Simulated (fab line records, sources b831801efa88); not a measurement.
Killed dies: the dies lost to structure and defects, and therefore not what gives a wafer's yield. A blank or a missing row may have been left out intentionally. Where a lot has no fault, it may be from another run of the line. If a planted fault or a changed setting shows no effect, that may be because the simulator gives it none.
fab line records ; flow sky130
[record] lots = 5; wafers = 15; last_day = 50
route steps=708 shown VIA1@458
lots untouched by any fault: they come from a run of this same line in which no faults occurred
start_h: hours from the record's first day to the start of the lot's first wafer shown ; wait_h: how many hours have passed since the lot's step before this one ; " identical to the entry in the row above ; L1.1+2: several wafers, shown together as one row ; - value missing, or start not given ; * or withheld: withheld ; < > ~ a bound
route shown NAME@n: a module of which the file shows steps, and the number in the route of the first ; usual: the fault-free wafers' mean and standard deviation ; same: alike in all rows ; chamber/n: place in a boat ; sites: the reading at each site ; _std_site: standard deviation across them ; _edge_site: the outer-site mean with the inner-site mean subtracted ; radius_mm: for every site, how far away it sits from the centre of the wafer ; mask NAME#n: copy n ; behind: the tool/chamber that last shaped the wafer ; hold: cause of the lot's hold/its duration in hours/its outcome ; device: transistor that didn't switch, given as n, p or np ; end of line: tests of these same wafers at the route's end ; a step with no rows: only its recipe ; killed: dies lost to structure and defects at the first sort, not the wafer's yield ; map: shows each die of a wafer: x if killed, . if not, _ if none is there
set.NAME: the setting as run; set.NAME@STEP: as run at that earlier step ; model.NAME: the simulator's own value behind a step, which no gauge read
lots at some steps of the route; a table a step, a row a wafer
services: when a tool's chamber went out of use (start_h, in hours from the record's first day, below 0 if earlier), for how many hours, and the reason
[[steps]]
[step SKY_VIA1_HDPCVD_00]
[recipe] material = SiO2; target_thk_nm = 1030; sigma_open_frac = 0.3; time_s = 171.7; temp_c = 400; sih4_flow_sccm = 60; pressure_mtorr = 6
lot.wafer;tool;chamber;start_h;wait_h
L085.1+2+6;hdpcvd-01;1,2,1;847.10;0.0
L088.2+3+4;hdpcvd-02;0,1,0;869.45;0.0
L089.1+3+6;hdpcvd-01;1,2,2;870.59;0.0
L090.3+4+5;hdpcvd-01;0,1,0;881.28;0.0
L094.2+3+6;hdpcvd-01;2,0,2;932.18;0.0
[step SKY_VIA1_THK_MEAS_01]
[recipe] reads = SiO2_of_VIA1_HDPCVD_00
[usual] VIA1_HDPCVD_THK = 1027/12
lot.wafer;tool;chamber;start_h;wait_h;VIA1_HDPCVD_THK[nm]
L085.1;film_metro-02;-;847.21;0.1;1009
L085.2;film_metro-02;-;847.21;0.1;1031
L085.6;film_metro-02;-;847.21;0.1;1018
L088.2;film_metro-01;-;869.57;0.1;1027
L088.3;film_metro-01;-;869.57;0.1;997
L088.4;film_metro-01;-;869.57;0.1;1018
L089.1;film_metro-01;-;870.71;0.1;1029
L089.3;film_metro-01;-;870.71;0.1;1044
L089.6;film_metro-01;-;870.71;0.1;1043
L090.3;film_metro-03;-;881.42;0.1;1031
L090.4;film_metro-03;-;881.42;0.1;1014
L090.5;film_metro-03;-;881.42;0.1;1026
L094.2;film_metro-02;-;932.31;0.1;1049
L094.3;film_metro-02;-;932.31;0.1;1045
L094.6;film_metro-02;-;932.31;0.1;1039
[step SKY_VIA1_CMP_02]
[recipe] material = SiO2; down_force_psi = 4; platen_rpm = 60; pad_velocity_m_s = 0.94248
[usual] motor_current_A = 12.1/1.8; platen_rpm = 60.00/0.042; slurry_flow_ml_min = 150.0/0.5
lot.wafer;tool;chamber;start_h;wait_h;motor_current_A;platen_rpm;slurry_flow_ml_min
L085.1;cmp-01;0;847.27;0.1;13.4;59.97;150.6
L085.2;cmp-01;2;847.27;0.1;12.1;59.97;149.8
L085.6;cmp-01;1;847.27;0.1;11.9;59.93;149.6
L088.2;cmp-01;3;869.62;0.0;14.0;60.03;150.6
L088.4;cmp-01;0;869.62;0.0;13.2;60.05;149.7
L088.3;cmp-01;1;869.62;0.0;12.0;59.97;149.8
L089.1;cmp-02;3;870.82;0.1;15.3;60.03;149.7
L089.3;cmp-02;0;870.82;0.1;10.8;59.89;150.9
L089.6;cmp-02;3;870.82;0.1;15.2;60.04;149.7
L090.3;cmp-02;3;881.51;0.1;16.2;60.01;150.1
L090.4;cmp-02;0;881.51;0.1;11.1;59.92;149.4
L090.5;cmp-02;2;881.51;0.1;12.5;60.04;149.9
L094.2;cmp-02;0;932.36;0.0;10.4;60.01;151.1
L094.3;cmp-02;1;932.36;0.0;10.0;59.99;150.2
L094.6;cmp-02;1;932.36;0.0;9.0;59.97;149.7
[step SKY_VIA1_BOW_MEAS_03]
[recipe] mode = bow
[usual] VIA1_BOW = 80/7.6
lot.wafer;tool;chamber;start_h;wait_h;VIA1_BOW[um]
L085.1;film_metro-02;-;847.57;0.2;94
L085.2;film_metro-02;-;847.57;0.2;84
L085.6;film_metro-02;-;847.57;0.2;85
L088.2;film_metro-03;-;869.94;0.3;73
L088.3;film_metro-03;-;869.94;0.3;93
L088.4;film_metro-03;-;869.94;0.3;66
L089.1;film_metro-01;-;871.07;0.2;72
L089.3;film_metro-01;-;871.07;0.2;78
L089.6;film_metro-01;-;871.07;0.2;81
L090.3;film_metro-01;-;881.80;0.2;81
L090.4;film_metro-01;-;881.80;0.2;82
L090.5;film_metro-01;-;881.80;0.2;80
L094.2;film_metro-02;-;932.68;0.3;63
L094.3;film_metro-02;-;932.68;0.3;86
L094.6;film_metro-02;-;932.68;0.3;66
[step SKY_VIA1_DEHYDRATE_04]
[recipe] temp_c = 200; time_s = 60
[usual] resist_line_temp_C = 22.97/0.092
lot.wafer;tool;chamber;start_h;wait_h;resist_line_temp_C
L085.1;litho_track-02;0;859.36;11.8;22.92
L085.2;litho_track-02;0;859.36;11.8;22.91
L085.6;litho_track-02;0;859.36;11.8;22.96
L088.2;litho_track-03;0;882.08;12.1;23.07
L088.3;litho_track-03;0;882.08;12.1;22.97
L088.4;litho_track-03;0;882.08;12.1;22.89
L089.1;litho_track-04;0;883.26;12.2;22.95
L089.3;litho_track-04;0;883.26;12.2;23.02
L089.6;litho_track-04;0;883.26;12.2;23.02
L090.3;litho_track-04;0;893.06;11.2;22.91
L090.4;litho_track-04;0;893.06;11.2;22.96
L090.5;litho_track-04;0;893.06;11.2;23.10
L094.2;litho_track-03;0;944.68;12.0;22.92
L094.3;litho_track-03;0;944.68;12.0;22.92
L094.6;litho_track-03;0;944.68;12.0;22.97
[step SKY_VIA1_HMDS_05]
[recipe] prime_time_s = 60; prime_temp_c = 120
[usual] resist_line_temp_C = 23.00/0.1
lot.wafer;tool;chamber;start_h;wait_h;resist_line_temp_C
L085.1;litho_track-02;0;859.51;0.1;22.92
L085.2;litho_track-02;0;859.51;0.1;22.88
L085.6;litho_track-02;0;859.51;0.1;22.89
L088.2;litho_track-03;0;882.23;0.1;23.09
L088.3;litho_track-03;0;882.23;0.1;22.92
L088.4;litho_track-03;0;882.23;0.1;23.02
L089.1;litho_track-04;0;883.41;0.1;22.99
L089.3;litho_track-04;0;883.41;0.1;23.08
L089.6;litho_track-04;0;883.41;0.1;23.08
L090.3;litho_track-04;0;893.21;0.1;22.99
L090.4;litho_track-04;0;893.21;0.1;22.98
L090.5;litho_track-04;0;893.21;0.1;23.12
L094.2;litho_track-03;0;944.83;0.1;23.03
L094.3;litho_track-03;0;944.83;0.1;22.89
L094.6;litho_track-03;0;944.83;0.1;23.13
[step SKY_VIA1_COAT_06]
[recipe] resist = BARC; temp_c = withheld; time_s = withheld; spin_rpm = 3000; resist_thk_nm = 60
[usual] resist_line_temp_C = *; spin_speed_rpm = 2999.4/2.1
lot.wafer;tool;chamber;start_h;wait_h;resist_line_temp_C;spin_speed_rpm
L085.1;litho_track-02;0;859.66;0.1;*;2999.1
L085.2;litho_track-02;0;859.66;0.1;*;3003.9
L085.6;litho_track-02;0;859.66;0.1;*;3000.6
L088.2;litho_track-03;0;882.38;0.1;*;2999.0
L088.3;litho_track-03;0;882.38;0.1;*;2997.4
L088.4;litho_track-03;0;882.38;0.1;*;2996.3
L089.1;litho_track-04;0;883.56;0.1;*;2999.0
L089.3;litho_track-04;0;883.56;0.1;*;2996.8
L089.6;litho_track-04;0;883.56;0.1;*;3000.7
L090.3;litho_track-04;0;893.36;0.1;*;2998.2
L090.4;litho_track-04;0;893.36;0.1;*;2999.3
L090.5;litho_track-04;0;893.36;0.1;*;2998.0
L094.2;litho_track-03;0;944.98;0.1;*;3002.5
L094.3;litho_track-03;0;944.98;0.1;*;2999.3
L094.6;litho_track-03;0;944.98;0.1;*;3001.6
[step SKY_VIA1_COAT_07]
[recipe] resist = KrF-thick; spin_rpm = 3000; resist_thk_nm = 450
[usual] resist_line_temp_C = 23.00/0.11; spin_speed_rpm = 3000.4/2.1
lot.wafer;tool;chamber;start_h;wait_h;resist_line_temp_C;spin_speed_rpm
L085.1;litho_track-02;0;-;-;23.04;2998.5
L085.2;litho_track-02;0;-;-;23.07;2998.6
L085.6;litho_track-02;0;-;-;23.21;3000.0
L088.2;litho_track-03;0;-;-;23.02;3002.0
L088.3;litho_track-03;0;-;-;23.14;3001.5
L088.4;litho_track-03;0;-;-;22.93;3002.8
L089.1;litho_track-04;0;-;-;22.94;3002.0
L089.3;litho_track-04;0;-;-;22.92;3000.8
L089.6;litho_track-04;0;-;-;23.13;2999.8
L090.3;litho_track-04;0;-;-;22.97;3002.9
L090.4;litho_track-04;0;-;-;22.96;2997.3
L090.5;litho_track-04;0;-;-;22.97;2999.9
L094.2;litho_track-03;0;-;-;23.01;2996.0
L094.3;litho_track-03;0;-;-;23.27;2999.6
L094.6;litho_track-03;0;-;-;23.10;3001.9
[step SKY_VIA1_SOFTBAKE_08]
[recipe] temp_c = 100; time_s = 90; resist = KrF-thick
[usual] resist_line_temp_C = 22.99/0.097
lot.wafer;tool;chamber;start_h;wait_h;resist_line_temp_C
L085.1;litho_track-02;0;-;-;22.92
L085.2;litho_track-02;0;-;-;22.85
L085.6;litho_track-02;0;-;-;23.10
L088.2;litho_track-03;0;-;-;23.10
L088.3;litho_track-03;0;-;-;22.98
L088.4;litho_track-03;0;-;-;22.96
L089.1;litho_track-04;0;-;-;23.09
L089.3;litho_track-04;0;-;-;23.14
L089.6;litho_track-04;0;-;-;22.93
L090.3;litho_track-04;0;-;-;22.97
L090.4;litho_track-04;0;-;-;23.18
L090.5;litho_track-04;0;-;-;22.93
L094.2;litho_track-03;0;-;-;23.01
L094.3;litho_track-03;0;-;-;23.19
L094.6;litho_track-03;0;-;-;22.95
[step SKY_VIA1_EXPOSE_09]
[recipe] mask_id = VIM; na = 0.8; source_shape = annular; sigma_inner = 0.55; sigma_outer = 0.85; target_cd_nm = 150; dose_mj = 38
lot.wafer;tool;chamber;start_h;wait_h;mask
L085.1+2+6;krf_scanner-01;0;-;-;VIM#0
L088.2+3+4;krf_scanner-02;0;-;-;VIM#0
L089.1+3+6;krf_scanner-02;0;-;-;VIM#0
L090.3+4+5;krf_scanner-01;0;-;-;VIM#0
L094.2+3+6;krf_scanner-02;0;-;-;VIM#0
[step SKY_VIA1_PEB_10]
[recipe] peb_temp_c = withheld; peb_time_s = withheld; resist = KrF-thick
[usual] resist_line_temp_C = *
lot.wafer;tool;chamber;start_h;wait_h;resist_line_temp_C
L085.1;litho_track-04;0;-;-;*
L085.2;litho_track-04;0;-;-;*
L085.6;litho_track-04;0;-;-;*
L088.2;litho_track-03;0;-;-;*
L088.3;litho_track-03;0;-;-;*
L088.4;litho_track-03;0;-;-;*
L089.1;litho_track-02;0;-;-;*
L089.3;litho_track-02;0;-;-;*
L089.6;litho_track-02;0;-;-;*
L090.3;litho_track-02;0;-;-;*
L090.4;litho_track-02;0;-;-;*
L090.5;litho_track-02;0;-;-;*
L094.2;litho_track-04;0;-;-;*
L094.3;litho_track-04;0;-;-;*
L094.6;litho_track-04;0;-;-;*
[step SKY_VIA1_DEVELOP_11]
[recipe] develop_time_s = 60; resist = KrF-thick; dev_temp_c = 21
[usual] resist_line_temp_C = 23.01/0.098
lot.wafer;tool;chamber;start_h;wait_h;resist_line_temp_C
L085.1;litho_track-04;0;-;-;22.89
L085.2;litho_track-04;0;-;-;23.00
L085.6;litho_track-04;0;-;-;22.85
L088.2;litho_track-03;0;-;-;23.19
L088.3;litho_track-03;0;-;-;22.89
L088.4;litho_track-03;0;-;-;23.09
L089.1;litho_track-02;0;-;-;22.93
L089.3;litho_track-02;0;-;-;22.90
L089.6;litho_track-02;0;-;-;22.91
L090.3;litho_track-02;0;-;-;23.06
L090.4;litho_track-02;0;-;-;22.88
L090.5;litho_track-02;0;-;-;23.04
L094.2;litho_track-04;0;-;-;22.87
L094.3;litho_track-04;0;-;-;22.96
L094.6;litho_track-04;0;-;-;23.12
[step SKY_VIA1_CD_MEAS_12]
[recipe] target_cd_nm = 150
[usual] cd_nm = 149.6/1.4
lot.wafer;tool;chamber;start_h;wait_h;cd_nm
L085.1;cd_sem-02;-;873.26;-;149.5
L085.2;cd_sem-02;-;873.26;-;148.9
L085.6;cd_sem-02;-;873.26;-;150.1
L088.2;cd_sem-02;-;895.32;-;149.0
L088.3;cd_sem-02;-;895.32;-;148.5
L088.4;cd_sem-02;-;895.32;-;149.1
L089.1;cd_sem-02;-;896.51;-;147.3
L089.3;cd_sem-02;-;896.51;-;148.1
L089.6;cd_sem-02;-;896.51;-;147.4
L090.3;cd_sem-01;-;905.75;-;150.1
L090.4;cd_sem-01;-;905.75;-;149.9
L090.5;cd_sem-01;-;905.75;-;151.3
L094.2;cd_sem-02;-;957.48;-;148.4
L094.3;cd_sem-02;-;957.48;-;149.7
L094.6;cd_sem-02;-;957.48;-;150.2
[step SKY_VIA1_OVL_MEAS_13]
[usual] VIA1_OVL = 3/5.9
lot.wafer;tool;chamber;start_h;wait_h;VIA1_OVL[nm]
L085.1;overlay-02;-;873.38;0.1;10
L085.2;overlay-02;-;873.38;0.1;0
L085.6;overlay-02;-;873.38;0.1;3
L088.2;overlay-01;-;895.43;0.1;4
L088.3;overlay-01;-;895.43;0.1;0
L088.4;overlay-01;-;895.43;0.1;16
L089.1;overlay-01;-;896.63;0.1;6
L089.3;overlay-01;-;896.63;0.1;4
L089.6;overlay-01;-;896.63;0.1;-1
L090.3;overlay-01;-;905.84;0.1;2
L090.4;overlay-01;-;905.84;0.1;6
L090.5;overlay-01;-;905.84;0.1;2
L094.2;overlay-02;-;957.59;0.1;8
L094.3;overlay-02;-;957.59;0.1;0
L094.6;overlay-02;-;957.59;0.1;9
[step SKY_VIA1_ETCH_14]
[recipe] chemistry = N2/H2; target = BARC; ion_energy_ev = 200; source_w = 500; bias_w = 100; pressure_mtorr = 30; n2_flow_sccm = 100; h2_flow_sccm = 200; stop_on = SiO2; time_s = 45.9; target_depth_a = 600
[usual] bias_w = 100.01/0.29; drypump_motor_current_A = 5.6/0.46; oes_product_au = 0.855/0.0047; throttle_valve_pct = 13.225/0.0096
lot.wafer;tool;chamber;start_h;wait_h;bias_w;drypump_motor_current_A;oes_product_au;rf_hours_counter_h;throttle_valve_pct
L085.1;rie_diel-03;0;873.42;0.0;100.29;6.6;0.853;23;13.220
L085.2;rie_diel-03;2;873.42;0.0;100.68;5.1;0.856;9;13.219
L085.6;rie_diel-03;3;873.42;0.0;99.95;5.5;0.851;-;13.231
L088.2;rie_diel-03;1;895.46;0.0;99.93;5.6;0.853;11;13.236
L088.3;rie_diel-03;2;895.46;0.0;100.36;5.1;0.854;10;13.208
L088.4;rie_diel-03;0;895.46;0.0;100.09;6.7;0.857;24;13.221
L089.1;rie_diel-04;0;896.67;0.0;100.40;5.9;0.861;18;13.232
L089.3;rie_diel-04;2;896.67;0.0;99.84;5.2;0.858;7;13.220
L089.6;rie_diel-04;2;896.67;0.0;99.47;5.2;0.861;-;13.223
L090.3;rie_diel-04;2;905.87;0.0;99.95;5.2;0.862;7;13.227
L090.4;rie_diel-04;3;905.87;0.0;100.01;5.3;0.852;18;13.237
L090.5;rie_diel-04;1;905.87;0.0;100.00;5.4;0.856;-;13.235
L094.2;rie_diel-04;1;957.62;0.0;99.97;5.4;0.848;11;13.227
L094.3;rie_diel-04;2;957.62;0.0;99.83;5.2;0.848;8;13.220
L094.6;rie_diel-04;0;957.62;0.0;100.02;6.0;0.849;-;13.230
[step SKY_VIA1_ETCH_15]
[recipe] target = SiO2; chemistry = C4F8/O2/Ar; target_depth_nm = 351; stop_on = TiN; mask_material = KrF-thick; source_w = 1500; bias_w = 1200; pressure_mtorr = 40; c4f8_flow_sccm = withheld; O2_flow_sccm = 6; Ar_flow_sccm = 300; time_s = 54
[usual] bias_w = 1200/3.8; oes_product_au = 0.983/0.0067
lot.wafer;tool;chamber;start_h;wait_h;bias_w;oes_product_au;rf_hours_counter_h
L085.1;rie_diel-03;0;873.46;0.0;1203;0.984;23
L085.2;rie_diel-03;2;873.46;0.0;1199;0.978;9
L085.6;rie_diel-03;3;873.46;0.0;1204;0.985;-
L088.2;rie_diel-03;1;895.50;0.0;1201;0.970;11
L088.3;rie_diel-03;2;895.50;0.0;1203;0.985;10
L088.4;rie_diel-03;0;895.50;0.0;1205;0.986;24
L089.1;rie_diel-04;0;896.71;0.0;1204;0.987;18
L089.3;rie_diel-04;2;896.71;0.0;1200;0.990;7
L089.6;rie_diel-04;2;896.71;0.0;1200;0.996;-
L090.3;rie_diel-04;2;905.91;0.0;1195;0.992;7
L090.4;rie_diel-04;3;905.91;0.0;1195;0.996;18
L090.5;rie_diel-04;1;905.91;0.0;1200;0.977;-
L094.2;rie_diel-04;1;957.66;0.0;1196;0.985;11
L094.3;rie_diel-04;2;957.66;0.0;1202;0.989;8
L094.6;rie_diel-04;0;957.66;0.0;1199;0.983;-
[[services]]
tool;chamber;start_h;hours;kind
cmp-01;-;830.07;1.5;repair
krf_scanner-02;-;832.55;0.9;repair
cmp-02;-;843.07;4.3;repair
hdpcvd-01;-;844.54;1.3;repair
rie_diel-04;2;847.22;3.9;repair
hdpcvd-02;2;856.33;3.8;repair
cmp-02;-;861.57;3.0;pm
krf_scanner-01;-;873.37;0.8;pm
cmp-01;-;879.41;0.2;repair
rie_diel-04;2;879.70;11.7;repair
krf_scanner-02;-;880.50;1.3;pm
cmp-01;-;881.21;0.3;repair
rie_diel-03;0;886.47;6.3;repair
cmp-01;-;891.57;0.3;repair
krf_scanner-02;-;896.64;1.0;pm
rie_diel-03;2;903.91;3.3;repair
krf_scanner-01;-;908.05;1.3;pm
cmp-02;-;912.29;4.0;pm
krf_scanner-02;-;915.02;0.2;repair
cmp-01;-;923.52;2.9;repair
krf_scanner-02;-;924.52;0.8;pm
krf_scanner-01;-;928.65;1.0;pm
rie_diel-03;1;948.92;5.3;repair
cmp-02;-;951.09;0.5;repair
[[key]]
fault none
